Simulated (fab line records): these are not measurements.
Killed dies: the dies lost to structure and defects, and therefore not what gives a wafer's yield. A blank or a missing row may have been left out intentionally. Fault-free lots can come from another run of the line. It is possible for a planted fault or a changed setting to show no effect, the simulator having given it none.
Commonality check across tools + flow gf180mcu + 13 lots and 39 wafers in the sample

== WHAT PROMPTED THE OPENING ==
Of 13 lots, 2 have the reading STI_OXIDATION_02_THK flagged at GF_STI_THK_MEAS_30. No-fault wafers: 10.06 nm, standard deviation 0.16.
Rule: a lot is flagged when every wafer of it that has a number lies more than 4 standard deviations from that mean, or none has a number. All remaining lots are regarded as sound.

| lot  | measured    | on           | STI_OXIDATION_02_THK (nm), wafer by wafer | flag    |
|------|-------------|--------------|-------------------------------------------|---------|
| L478 | day 2 11:54 | filmMetro-04 | 10.08 10.03 10.08                         |         |
| L480 | day 2 23:11 | filmMetro-04 | 10.05 9.95 9.95                           |         |
| L481 | day 3 02:53 | filmMetro-01 | 9.91 9.97 10.06                           |         |
| L482 | day 3 08:47 | filmMetro-04 | 10.32 10.45 10.33                         |         |
| L483 | day 3 15:23 | filmMetro-01 | 10.30 10.33 10.43                         |         |
| L484 | day 3 17:38 | filmMetro-02 | 9.90 9.67 9.81                            |         |
| L485 | day 3 23:57 | filmMetro-01 | 9.92 9.95 9.96                            |         |
| L486 | day 4 05:56 | filmMetro-04 | 10.01 10.00 9.99                          |         |
| L488 | day 4 15:34 | filmMetro-01 | 10.13 10.07 10.11                         |         |
| L489 | day 4 20:49 | filmMetro-01 | 9.91 9.96 9.89                            |         |
| L491 | day 5 07:28 | filmMetro-02 | 10.05 10.22 10.22                         |         |
| L496 | day 6 07:37 | filmMetro-02 | 11.46 11.42 11.46                         | FLAGGED |
| L499 | day 6 23:19 | filmMetro-02 | 11.56 11.56 11.44                         | FLAGGED |
On average the flagged lots' numbers are 11.48 nm, which is +1.42 nm against the usual, or +9 standard deviations.

== WHICH TOOL EACH LOT WENT THROUGH ==
The record keeps 1 process step preceding the reading, out of 602 steps on the route. In each cell: the tool, then ch and the chambers that the sampled wafers went through, then the start.
| lot  | flag    | GF_STI_OXIDATION_29          |
|------|---------|------------------------------|
| L478 |         | furnace-01 ch 0, day 2 10:30 |
| L480 |         | furnace-01 ch 0, day 2 21:47 |
| L481 |         | furnace-01 ch 0, day 3 01:29 |
| L482 |         | furnace-02 ch 0, day 3 07:22 |
| L483 |         | furnace-02 ch 0, day 3 13:59 |
| L484 |         | furnace-01 ch 0, day 3 16:14 |
| L485 |         | furnace-01 ch 0, day 3 22:34 |
| L486 |         | furnace-01 ch 0, day 4 04:31 |
| L488 |         | furnace-02 ch 0, day 4 14:10 |
| L489 |         | furnace-02 ch 0, day 4 19:23 |
| L491 |         | furnace-01 ch 0, day 5 06:03 |
| L496 | FLAGGED | furnace-01 ch 0, day 6 06:11 |
| L499 | FLAGGED | furnace-01 ch 0, day 6 21:55 |
What these steps do:
- GF_STI_OXIDATION_29: stabilise 600 s, purge 300 s, target thk 10 nm.
- GF_STI_THK_MEAS_30

== FLAGGED OVER TOTAL, TOOL BY TOOL (the gauges that took the reading come last) ==
| step                | tool         | lots run | flagged | share of the flagged lots | sound lots run after its first flagged lot |
|---------------------|--------------|----------|---------|---------------------------|--------------------------------------------|
| GF_STI_OXIDATION_29 | furnace-01   | 9        | 2       | all                       | 0                                          |
| GF_STI_OXIDATION_29 | furnace-02   | 4        | 0       | none                      | -                                          |
| GF_STI_THK_MEAS_30  | filmMetro-01 | 5        | 0       | none                      | -                                          |
| GF_STI_THK_MEAS_30  | filmMetro-02 | 4        | 2       | all                       | 0                                          |
| GF_STI_THK_MEAS_30  | filmMetro-04 | 4        | 0       | none                      | -                                          |

== WHAT THE TABLE PERMITS ==
Table rows that saw every flagged lot: 2, namely furnace-01 at GF_STI_OXIDATION_29 and filmMetro-02 at GF_STI_THK_MEAS_30.
- furnace-01 at GF_STI_OXIDATION_29: 2 of its 9 lots flagged. Last sound lot L491 at day 5 06:03, first flagged lot L496 at day 6 06:11; a fault beginning in between fits.
- filmMetro-02 at GF_STI_THK_MEAS_30: 2 of its 4 lots flagged. Last sound lot L491 at day 5 07:28, first flagged lot L496 at day 6 07:37; a fault beginning in between fits.
Counting lots can't tell these 2 tools apart, because each fits a fault that began at some hour. More lots, or a look at what each step does to the wafer, might.

== WHAT WAS PUT IN BY THE SIMULATOR ==
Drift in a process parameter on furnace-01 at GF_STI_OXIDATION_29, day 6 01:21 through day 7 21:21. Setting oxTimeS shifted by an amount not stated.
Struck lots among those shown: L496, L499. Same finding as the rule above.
